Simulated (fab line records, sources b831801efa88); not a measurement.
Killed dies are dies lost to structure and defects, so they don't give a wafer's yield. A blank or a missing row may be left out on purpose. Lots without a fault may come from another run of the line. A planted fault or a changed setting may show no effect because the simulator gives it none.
Which tool did it? | flow sky130 | 7 lots, 21 wafers sampled, at 1 step of a route of 708

WHAT THE GAUGES READ, wafer by wafer
SKY_FIELD_ISO_CD_MEAS_13: target cd 150 nm.
lot  | measured    | on        | cd_nm (nm)
L723 | day 2 08:59 | cd_sem-01 | 148.7 147.1 148.7
L727 | day 3 07:22 | cd_sem-01 | 148.0 147.6 146.4
L732 | day 4 11:53 | cd_sem-01 | 151.7 152.8 152.7
L734 | day 5 00:17 | cd_sem-01 | 150.5 151.3 150.6
L738 | day 5 17:02 | cd_sem-02 | 146.9 147.6 149.7
L741 | day 6 08:14 | cd_sem-02 | 147.9 148.4 147.8
L743 | day 6 20:02 | cd_sem-02 | 148.7 151.4 148.2

WHICH TOOL RAN EACH LOT (tool, then ch and the chambers of the sampled wafers, then the start)
The record holds no process step before these readings.

THE ANSWER, worked out from the rows above alone
Rule: what is usual is taken from the lots themselves. Put in order of their means at a reading, lots are off if they are a third of the lots or fewer, leave a main group of 4 or more, and stand apart from it by a gap of 3 or more times the standard deviation of the main group's means; of several such gaps the widest counts. A main group whose means are all the same, to the digits that the tables above print for the reading, isn't used. A lot without any number at a reading at which 4 lots or more have one is off too. The other lots that the step has rows for count as sound.
No lot is off at any reading shown: from this, nothing can be told.

WHAT THE SIMULATOR HAD PUT IN
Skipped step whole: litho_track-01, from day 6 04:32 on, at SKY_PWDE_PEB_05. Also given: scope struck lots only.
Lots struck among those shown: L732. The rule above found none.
